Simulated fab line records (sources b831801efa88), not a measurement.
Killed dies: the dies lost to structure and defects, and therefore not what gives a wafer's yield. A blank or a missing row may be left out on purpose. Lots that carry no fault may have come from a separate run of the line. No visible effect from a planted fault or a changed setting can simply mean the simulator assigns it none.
fab line records | flow gf180mcu | part 1 of 2: steps 1 to 25 of 36
record lots=5 wafers=15 lastDay=33
route steps=602 shown STI@12 DNWELL@32 NWELL@42
lots that met no fault: taken from a fault-free run of the same line
startH: hours from the record's opening day to when the first of the lot's shown wafers began | waitH: hours elapsed since this lot's preceding step | " unchanged from the row above | L1.1+2: a single row standing in for several wafers | - value missing, or start not given | * or withheld: withheld | < > ~ a bound
route shown NAME@n: names a module that has steps shown in the file, with the first one's number in the route | usual: average and standard deviation across the fault-free wafers | same: alike in all rows | chamber/n: place in a boat | sites: per-site readings | _std_site: the values' standard deviation | _edge_site: mean of outer sites minus mean of inner sites | radiusMm: for every site, how far away it sits from the centre of the wafer | mask NAME#n: copy n | behind: the most recent tool/chamber to have shaped the wafer | hold: reason for holding the lot/hours on hold/outcome of the hold | device: the n, p or np transistor that did not switch | end of line: the route-end tests of the same wafers | where a step has no rows: the recipe by itself | killed: count of dies lost to structure and defects at first sort (not the wafer's yield) | map: shows each die of a wafer: x if killed, . if not, _ if none is there
set.NAME: the setting as run; set.NAME@STEP: as run at that earlier step | model.NAME: the simulator's own value behind a step, which no gauge read
certain route steps with their lots: each step a table, each wafer a row
services: a tool's chamber out of use, with start hour (startH, from the record's first day; less than 0 if before it), hours out, and reason
## steps
# step GF_STI_DEVELOP_11
# recipe developTimeS=60 devTempC=21
# usual exhaustPa=44.7/0.8
# columns lot.wafer tool chamber startH waitH exhaustPa
L077.1 lithoTrack-02 0 41.33 0.2 45.1
L077.2 " 0 " " 45.6
L077.4 " 0 " " 44.4
L078.1 lithoTrack-02 0 45.78 0.2 44.8
L078.2 " 0 " " 45.5
L078.4 " 0 " " 45.3
L079.1 lithoTrack-02 0 52.18 0.2 44.1
L079.4 " 0 " " 44.5
L079.6 " 0 " " 43.7
L080.2 lithoTrack-01 0 56.46 0.2 45.8
L080.5 " 0 " " 43.7
L080.6 " 0 " " 46.4
L090.2 lithoTrack-01 0 108.06 0.2 44.6
L090.4 " 0 " " 43.3
L090.5 " 0 " " 43.9
# step GF_STI_CD_MEAS_12
# recipe targetCdNm=220
# usual cdNm=219.6/1.3
# columns lot.wafer tool chamber startH waitH cdNm
L077.1 cdSem-01 - 41.48 0.1 219.1
L077.2 " - " " 218.3
L077.4 " - " " 219.3
L078.1 cdSem-02 - 45.93 0.1 218.4
L078.2 " - " " 217.8
L078.4 " - " " 218.5
L079.1 cdSem-02 - 52.33 0.1 220.6
L079.4 " - " " 219.3
L079.6 " - " " 220.2
L080.2 cdSem-01 - 56.60 0.1 220.1
L080.5 " - " " 221.2
L080.6 " - " " 221.1
L090.2 cdSem-01 - 108.20 0.1 220.6
L090.4 " - " " 220.7
L090.5 " - " " 220.9
# step GF_STI_ETCH_13
# recipe chemistry=CHF3/O2 stopOn=Si overEtchFrac=0.3 targetDepthA=2823.1 sourceW=600 biasW=200 pressureMtorr=40 chf3FlowSccm=50 O2_flow_sccm=5 timeS=112.9
# usual drypumpMotorCurrentA=5.8/0.54 oesProductAu=0.833/0.0064 throttleValvePct=8.811/0.0086
# same overEtchFrac=0.3
# columns lot.wafer tool chamber startH waitH drypumpMotorCurrentA oesProductAu rfHoursCounterH throttleValvePct
L077.1 rieDiel-01 2 41.60 0.1 6.1 0.827 67 8.828
L077.2 " 3 " " 6.0 0.832 119 8.828
L077.4 " 0 " " 6.3 0.827 32 8.817
L078.1 rieDiel-04 2 46.05 0.1 5.8 0.836 70 8.810
L078.2 " 3 " " 5.9 0.829 55 8.800
L078.4 " 0 " " 5.8 0.830 131 8.812
L079.1 rieDiel-04 3 52.45 0.1 5.9 0.829 55 8.805
L079.4 " 2 " " 5.8 0.831 70 8.815
L079.6 " 3 " " 5.9 0.829 - 8.807
L080.2 rieDiel-01 2 56.70 0.1 6.1 0.839 67 8.799
L080.5 " 1 " " 6.4 0.824 - 8.827
L080.6 " 2 " " 6.1 0.835 - 8.823
L090.2 rieDiel-01 1 108.30 0.1 6.4 0.838 10 8.809
L090.4 " 0 " " 6.3 0.832 - 8.831
L090.5 " 3 " " 6.1 0.839 - 8.809
# step GF_STI_ETCH_14
# recipe target=Si chemistry=HBr/Cl2/O2 targetDepthNm=360 icpW=600 biasW=150 pressureMtorr=15 HBr_flow_sccm=150 Cl2_flow_sccm=40 O2_flow_sccm=6 timeS=102.9
# usual drypumpMotorCurrentA=5.5/0.4 oesProductAu=1.001/0.007 throttleValvePct=25.654/0.009
# columns lot.wafer tool chamber startH waitH drypumpMotorCurrentA oesProductAu rfHoursCounterH throttleValvePct
L077.1 rieSi-02 3 41.68 0.0 5.7 0.995 116 25.659
L077.2 " 1 " " 5.9 1.003 88 25.656
L077.4 " 0 " " 5.0 0.997 53 25.665
L078.1 rieSi-02 1 46.13 0.0 5.9 1.009 88 25.645
L078.2 " 0 " " 5.1 0.996 53 25.659
L078.4 " 2 " " 5.9 0.997 0 25.667
L079.1 rieSi-01 2 52.53 0.0 5.9 1.005 1 25.632
L079.4 " 1 " " 5.2 0.994 - 25.651
L079.6 " 2 " " 5.9 0.990 - 25.649
L080.2 rieSi-01 0 56.78 0.0 5.0 1.006 27 25.649
L080.5 " 2 " " 5.9 0.993 - 25.660
L080.6 " 1 " " 5.1 1.014 - 25.671
L090.2 rieSi-01 1 108.38 0.0 5.1 1.001 2 25.651
L090.4 " 3 " " 5.8 0.997 0 25.660
L090.5 " 0 " " 5.0 0.995 - 25.667
# step GF_STI_STRIP_15
# recipe chemistry=O2/N2 powerW=1400 pressureMtorr=1500 platenTempC=250 o2FlowSccm=3000 n2FlowSccm=300 overashFraction=0.5
# usual drypumpMotorCurrentA=5.57/0.24 heaterPowerW=327/36 oesProductAu=0.384/0.0048 stripTimeToEndpointS=3.72/0.03
# columns lot.wafer tool chamber startH waitH drypumpMotorCurrentA heaterPowerW oesProductAu rfHoursCounterH stripTimeToEndpointS
L077.1 plasmaAsher-01 1 41.75 0.0 5.26 333 0.381 39 3.69
L077.2 " 0 " " 5.56 379 0.387 39 3.73
L077.4 " 0 " " 5.58 382 0.377 - 3.69
L078.1 plasmaAsher-01 0 46.20 0.0 5.56 385 0.386 39 3.66
L078.2 " 1 " " 5.27 332 0.391 39 3.72
L078.4 " 1 " " 5.25 335 0.393 - 3.74
L079.1 plasmaAsher-02 0 52.60 0.0 5.28 329 0.382 40 3.76
L079.4 " 0 " " 5.27 334 0.391 - 3.73
L079.6 " 0 " " 5.25 331 0.390 - 3.76
L080.2 plasmaAsher-03 1 56.86 0.0 5.48 272 0.384 20 3.74
L080.5 " 1 " " 5.50 281 0.390 - 3.75
L080.6 " 0 " " 5.70 331 0.380 - 3.71
L090.2 plasmaAsher-03 1 108.46 0.0 5.53 276 0.388 25 3.69
L090.4 " 0 " " 5.71 326 0.384 - 3.67
L090.5 " 0 " " 5.72 325 0.383 - 3.69
# step GF_STI_CLEAN_16
# recipe chemistry=dHF timeS=25 dilution=100:1
# columns lot.wafer tool chamber startH waitH
L077.1+2+4 wetBench-01 0 41.85 0.1
L078.1+2+4 wetBench-02 2 46.30 0.1
L079.1+4+6 wetBench-02 1 52.70 0.1
L080.2+5+6 wetBench-01 1 56.96 0.1
L090.2+4+5 wetBench-04 2 108.56 0.1
# step GF_STI_WET_ETCH_17
# recipe chemistry=H3PO4 targetDepthNm=45 tempC=160 target=Si3N4 timeS=514
# usual bathHeatDutyPct=26.3/1.9
# columns lot.wafer tool chamber startH waitH bathHeatDutyPct
L077.1 wetBench-02 2 41.88 0.0 24.4
L077.2 " 2 " " 24.9
L077.4 " 2 " " 24.9
L078.1 wetBench-04 1 46.32 0.0 26.1
L078.2 " 1 " " 24.9
L078.4 " 1 " " 25.6
L079.1 wetBench-04 0 52.72 0.0 27.1
L079.4 " 0 " " 28.4
L079.6 " 0 " " 28.3
L080.2 wetBench-04 1 56.97 0.0 27.0
L080.5 " 1 " " 23.2
L080.6 " 1 " " 25.8
L090.2 wetBench-04 2 108.57 0.0 22.4
L090.4 " 2 " " 23.5
L090.5 " 2 " " 24.4
# step GF_STI_CLEAN_18
# recipe chemistry=SC1/SC2 mix=1:4:20 tempC=70 timeS=150
# usual bathHeatDutyPct=14.0/1.8
# columns lot.wafer tool chamber startH waitH bathHeatDutyPct
L077.1 wetBench-04 2 42.03 0.0 11.2
L077.2 " 2 " " 11.7
L077.4 " 2 " " 10.6
L078.1 wetBench-04 0 46.47 0.0 13.2
L078.2 " 0 " " 13.0
L078.4 " 0 " " 14.4
L079.1 wetBench-01 2 52.87 0.0 13.8
L079.4 " 2 " " 13.5
L079.6 " 2 " " 13.8
L080.2 wetBench-01 0 57.12 0.0 11.3
L080.5 " 0 " " 11.8
L080.6 " 0 " " 12.2
L090.2 wetBench-01 3 108.72 0.0 13.6
L090.4 " 3 " " 15.2
L090.5 " 3 " " 13.5
# step GF_STI_CLEAN_19
# recipe chemistry=dHF timeS=20 dilution=100:1
# columns lot.wafer tool chamber startH waitH
L077.1+2+4 wetBench-02 3 42.08 0.0
L078.1+2+4 wetBench-04 0 46.52 0.0
L079.1+4+6 wetBench-02 0 52.93 0.0
L080.2+5+6 wetBench-04 2 57.18 0.0
L090.2+4+5 wetBench-04 0 108.77 0.0
# step GF_STI_WET_ETCH_20
# recipe chemistry=dHF dilution=100:1 targetDepthNm=20 tempC=25 dry=ipaMarangoni target=SiO2 timeS=400
# usual bathHeatDutyPct=6.3/0.77
# columns lot.wafer tool chamber startH waitH bathHeatDutyPct
L077.1 wetBench-04 0 42.10 0.0 6.4
L077.2 " 0 " " 6.6
L077.4 " 0 " " 5.6
L078.1 wetBench-04 1 46.53 0.0 6.0
L078.2 " 1 " " 5.7
L078.4 " 1 " " 5.6
L079.1 wetBench-04 0 52.94 0.0 6.1
L079.4 " 0 " " 6.3
L079.6 " 0 " " 5.9
L080.2 wetBench-02 1 57.19 0.0 6.7
L080.5 " 1 " " 5.4
L080.6 " 1 " " 6.4
L090.2 wetBench-01 1 108.79 0.0 6.9
L090.4 " 1 " " 5.8
L090.5 " 1 " " 6.7
# step GF_STI_OXIDATION_21
# recipe tempC=1000 ambient=O2 stabiliseS=600 purgeS=300 targetThkA=150 oxTimeS=458
# usual spikeTcTopC=1011.3/2.9
# same purgeS=300
# columns lot.wafer tool chamber startH waitH spikeTcTopC
L077.1 furnace-02 0 42.22 0.0 1009.7
L077.2 " 0 " " 1009.8
L077.4 " 0 " " 1007.7
L078.1 furnace-01 0 47.30 0.6 1013.1
L078.2 " 0 " " 1014.0
L078.4 " 0 " " 1012.8
L079.1 furnace-01 0 53.06 0.0 1012.9
L079.4 " 0 " " 1013.2
L079.6 " 0 " " 1012.9
L080.2 furnace-01 0 57.31 0.0 1012.6
L080.5 " 0 " " 1014.5
L080.6 " 0 " " 1011.4
L090.2 furnace-02 0 108.91 0.0 1008.6
L090.4 " 0 " " 1008.5
L090.5 " 0 " " 1006.9
# step GF_STI_THK_MEAS_22
# recipe reads=SiO2_of_STI_OXIDATION_21
# usual STI_OXIDATION_01_THK=14.96/0.27
# columns lot.wafer tool chamber startH waitH STI_OXIDATION_01_THK[nm]
L077.1 filmMetro-01 - 43.34 0.0 15.32
L077.2 " - " " 15.07
L077.4 " - " " 15.24
L078.1 filmMetro-03 - 48.42 0.0 14.59
L078.2 " - " " 14.96
L078.4 " - " " 14.95
L079.1 filmMetro-03 - 54.19 0.0 14.75
L079.4 " - " " 14.62
L079.6 " - " " 14.56
L080.2 filmMetro-03 - 58.45 0.0 14.73
L080.5 " - " " 14.86
L080.6 " - " " 14.84
L090.2 filmMetro-04 - 110.04 0.0 15.09
L090.4 " - " " 15.23
L090.5 " - " " 15.09
# step GF_STI_CVD_23
# recipe material=SiO2 targetThkNm=650 sigmaOpenFrac=0.3 timeS=108.3 tempC=600 sih4FlowSccm=60 pressureMtorr=6
# columns lot.wafer tool chamber startH waitH
L077.1+2+4 hdpcvd-02 0,1,0 43.40 0.1
L078.1+2+4 hdpcvd-02 2,0,0 48.48 0.1
L079.1+4+6 hdpcvd-01 1,1,2 54.25 0.1
L080.2+5+6 hdpcvd-02 0,0,1 58.50 0.0
L090.2+4+5 hdpcvd-01 1,0,2 110.09 0.0
# step GF_STI_THK_MEAS_24
# recipe reads=SiO2_of_STI_CVD_23
# usual STI_CVD_23_THK=650/5.4
# columns lot.wafer tool chamber startH waitH STI_CVD_23_THK[nm]
L077.1 filmMetro-04 - 43.48 0.0 646
L077.2 " - " " 645
L077.4 " - " " 659
L078.1 filmMetro-01 - 48.56 0.0 651
L078.2 " - " " 646
L078.4 " - " " 643
L079.1 filmMetro-01 - 54.32 0.0 653
L079.4 " - " " 658
L079.6 " - " " 657
L080.2 filmMetro-03 - 58.59 0.0 653
L080.5 " - " " 647
L080.6 " - " " 648
L090.2 filmMetro-01 - 110.18 0.0 648
L090.4 " - " " 640
L090.5 " - " " 651
# step GF_STI_CMP_25
# recipe stopOn=Si3N4 tOverpolishS=33 downForcePsi=4 platenRpm=60 targetThkNm=524.6 padVelocityMS=0.94248
# usual headPressurePsi=4.000/0.0091 motorCurrentA=12.2/0.9 overpolishRunS=33.001/0.0091 timeToEndpointS=121/4.1
# columns lot.wafer tool chamber startH waitH headPressurePsi motorCurrentA overpolishRunS timeToEndpointS
L077.4 cmp-01 2 43.54 0.0 3.999 12.0 32.994 124
L077.2 " 3 " " 4.005 13.2 33.015 121
L077.1 " 0 " " 3.995 13.1 33.001 126
L078.2 cmp-01 0 48.62 0.0 4.006 12.5 32.993 128
L078.4 " 2 " " 3.992 11.9 33.006 122
L078.1 " 3 " " 4.005 14.3 33.008 123
L079.1 cmp-01 0 54.38 0.1 4.003 13.1 33.019 123
L079.4 " 2 " " 4.015 12.0 32.992 118
L079.6 " 0 " " 4.011 12.7 32.989 124
L080.2 cmp-01 1 58.64 0.0 3.996 12.3 33.011 129
L080.5 " 1 " " 4.000 12.0 32.991 124
L080.6 " 2 " " 4.007 11.7 32.991 123
L090.2 cmp-01 1 110.28 0.1 4.004 11.8 32.976 124
L090.4 " 2 " " 3.990 11.4 33.015 121
L090.5 " 0 " " 4.009 11.9 33.011 128
# step GF_STI_WET_ETCH_26
# recipe chemistry=dHF targetDepthNm=94 target=SiO2 tempC=25 dilution=10:1 timeS=188
# usual bathHeatDutyPct=6.3/0.78
# columns lot.wafer tool chamber startH waitH bathHeatDutyPct
L077.1 wetBench-02 2 43.86 0.2 6.5
L077.2 " 2 " " 6.1
L077.4 " 2 " " 6.0
L078.1 wetBench-01 1 48.94 0.1 7.6
L078.2 " 1 " " 6.3
L078.4 " 1 " " 5.6
L079.1 wetBench-01 0 54.68 0.2 5.1
L079.4 " 0 " " 5.5
L079.6 " 0 " " 5.1
L080.2 wetBench-01 3 58.94 0.2 6.3
L080.5 " 3 " " 6.5
L080.6 " 3 " " 6.8
L090.2 wetBench-02 2 110.53 0.2 5.2
L090.4 " 2 " " 5.5
L090.5 " 2 " " 6.1
# step GF_STI_WET_ETCH_27
# recipe chemistry=H3PO4 targetDepthNm=160 target=Si3N4 tempC=160 timeS=1825
# usual bathHeatDutyPct=27/3.3
# columns lot.wafer tool chamber startH waitH bathHeatDutyPct
L077.1 wetBench-04 2 43.92 0.0 24
L077.2 " 2 " " 23
L077.4 " 2 " " 23
L078.1 wetBench-04 2 49.01 0.0 23
L078.2 " 2 " " 23
L078.4 " 2 " " 23
L079.1 wetBench-01 3 54.75 0.0 29
L079.4 " 3 " " 29
L079.6 " 3 " " 32
L080.2 wetBench-02 0 59.00 0.0 27
L080.5 " 0 " " 25
L080.6 " 0 " " 29
L090.2 wetBench-01 0 110.59 0.0 24
L090.4 " 0 " " 23
L090.5 " 0 " " 22
# step GF_STI_WET_ETCH_28
# recipe chemistry=dHF targetDepthNm=20 dry=ipaMarangoni target=SiO2 tempC=25 dilution=10:1 timeS=40
# usual bathHeatDutyPct=6.3/0.88
# columns lot.wafer tool chamber startH waitH bathHeatDutyPct
L077.1 wetBench-02 1 44.44 0.0 6.1
L077.2 " 1 " " 6.1
L077.4 " 1 " " 7.2
L078.1 wetBench-01 3 49.52 0.0 6.8
L078.2 " 3 " " 6.4
L078.4 " 3 " " 6.7
L079.1 wetBench-04 2 55.31 0.0 4.9
L079.4 " 2 " " 5.9
L079.6 " 2 " " 5.4
L080.2 wetBench-04 1 59.52 0.0 5.7
L080.5 " 1 " " 5.7
L080.6 " 1 " " 6.7
L090.2 wetBench-04 2 111.11 0.0 5.4
L090.4 " 2 " " 5.8
L090.5 " 2 " " 5.9
# step GF_STI_OXIDATION_29
# recipe tempC=900 ambient=O2 stabiliseS=600 purgeS=300 targetThkA=100 oxTimeS=1418
# usual spikeTcTopC=911.6/2.9
# same purgeS=300
# columns lot.wafer tool chamber startH waitH spikeTcTopC
L077.1 furnace-01 0 44.46 0.0 914.9
L077.2 " 0 " " 914.0
L077.4 " 0 " " 915.1
L078.1 furnace-02 0 49.55 0.0 909.4
L078.2 " 0 " " 909.1
L078.4 " 0 " " 909.4
L079.1 furnace-01 0 55.63 0.3 914.7
L079.4 " 0 " " 913.9
L079.6 " 0 " " 913.1
L080.2 furnace-02 0 59.54 0.0 909.4
L080.5 " 0 " " 910.2
L080.6 " 0 " " 909.2
L090.2 furnace-01 0 111.51 0.4 915.0
L090.4 " 0 " " 912.2
L090.5 " 0 " " 916.4
# step GF_STI_THK_MEAS_30
# recipe reads=SiO2_of_STI_OXIDATION_29
# usual STI_OXIDATION_02_THK=9.99/0.24
# columns lot.wafer tool chamber startH waitH STI_OXIDATION_02_THK[nm]
L077.1 filmMetro-01 - 45.85 0.0 9.68
L077.2 " - " " 9.80
L077.4 " - " " 9.91
L078.1 filmMetro-01 - 50.94 0.0 9.87
L078.2 " - " " 9.88
L078.4 " - " " 9.82
L079.1 filmMetro-04 - 57.03 0.0 9.96
L079.4 " - " " 10.19
L079.6 " - " " 10.04
L080.2 filmMetro-01 - 60.94 0.0 9.94
L080.5 " - " " 10.01
L080.6 " - " " 9.95
L090.2 filmMetro-04 - 112.92 0.0 10.18
L090.4 " - " " 10.13
L090.5 " - " " 10.19
# step GF_DNWELL_DEHYDRATE_00
# recipe tempC=200 timeS=60
# usual exhaustPa=45.1/0.8
# columns lot.wafer tool chamber startH waitH exhaustPa
L077.1 lithoTrack-02 0 52.33 6.5 44.9
L077.2 " 0 " " 44.8
L077.4 " 0 " " 45.8
L078.1 lithoTrack-02 0 56.78 5.8 44.8
L078.2 " 0 " " 46.0
L078.4 " 0 " " 45.8
L079.1 lithoTrack-04 0 63.02 6.0 45.2
L079.4 " 0 " " 45.4
L079.6 " 0 " " 43.5
L080.2 lithoTrack-02 0 67.90 7.0 44.4
L080.5 " 0 " " 46.3
L080.6 " 0 " " 44.3
L090.2 lithoTrack-04 0 119.90 7.0 45.7
L090.4 " 0 " " 44.6
L090.5 " 0 " " 45.5
# step GF_DNWELL_HMDS_01
# recipe primeTimeS=60 primeTempC=120
# usual exhaustPa=45.1/0.96
# columns lot.wafer tool chamber startH waitH exhaustPa
L077.1 lithoTrack-02 0 52.48 0.1 44.9
L077.2 " 0 " " 44.8
L077.4 " 0 " " 45.0
L078.1 lithoTrack-02 0 56.93 0.1 46.4
L078.2 " 0 " " 45.3
L078.4 " 0 " " 46.0
L079.1 lithoTrack-04 0 63.17 0.1 44.6
L079.4 " 0 " " 45.0
L079.6 " 0 " " 44.5
L080.2 lithoTrack-02 0 68.05 0.1 45.6
L080.5 " 0 " " 45.6
L080.6 " 0 " " 45.7
L090.2 lithoTrack-04 0 120.05 0.1 43.2
L090.4 " 0 " " 45.3
L090.5 " 0 " " 46.0
# step GF_DNWELL_COAT_02
# recipe spinRpm=2000 resistThkNm=3000
# usual exhaustPa=44.9/0.85
# columns lot.wafer tool chamber startH waitH exhaustPa
L077.1 lithoTrack-02 0 52.63 0.1 45.3
L077.2 " 0 " " 44.0
L077.4 " 0 " " 44.6
L078.1 lithoTrack-02 0 57.08 0.1 44.5
L078.2 " 0 " " 45.1
L078.4 " 0 " " 45.0
L079.1 lithoTrack-04 0 63.32 0.1 44.2
L079.4 " 0 " " 46.5
L079.6 " 0 " " 44.1
L080.2 lithoTrack-02 0 68.20 0.1 44.0
L080.5 " 0 " " 45.6
L080.6 " 0 " " 44.3
L090.2 lithoTrack-04 0 120.20 0.1 44.0
L090.4 " 0 " " 45.6
L090.5 " 0 " " 45.0
# step GF_DNWELL_SOFTBAKE_03
# recipe tempC=110 timeS=withheld
# usual exhaustPa=45.0/0.81
# columns lot.wafer tool chamber startH waitH exhaustPa
L077.1 lithoTrack-02 0 52.78 0.1 44.0
L077.2 " 0 " " 44.2
L077.4 " 0 " " 45.2
L078.1 lithoTrack-02 0 57.23 0.1 43.6
L078.2 " 0 " " 43.3
L078.4 " 0 " " 44.4
L079.1 lithoTrack-04 0 63.47 0.1 44.5
L079.4 " 0 " " 44.9
L079.6 " 0 " " 45.9
L080.2 lithoTrack-02 0 68.36 0.1 43.9
L080.5 " 0 " " 45.1
L080.6 " 0 " " 43.8
L090.2 lithoTrack-04 0 120.36 0.1 44.8
L090.4 " 0 " " 45.9
L090.5 " 0 " " 46.9
# step GF_DNWELL_EXPOSE_04
# recipe maskId=DNWELL targetCdNm=1700 na=0.6 sourceShape=conventional sigmaOuter=0.6 doseMj=260
# columns lot.wafer tool chamber startH waitH mask
L077.1+2+4 ilineStepper-01 0 - - DNWELL#0
L078.1+2+4 ilineStepper-01 0 - - DNWELL#0
L079.1+4+6 ilineStepper-01 0 - - DNWELL#0
L080.2+5+6 ilineStepper-02 0 - - DNWELL#0
L090.2+4+5 ilineStepper-02 0 - - DNWELL#0
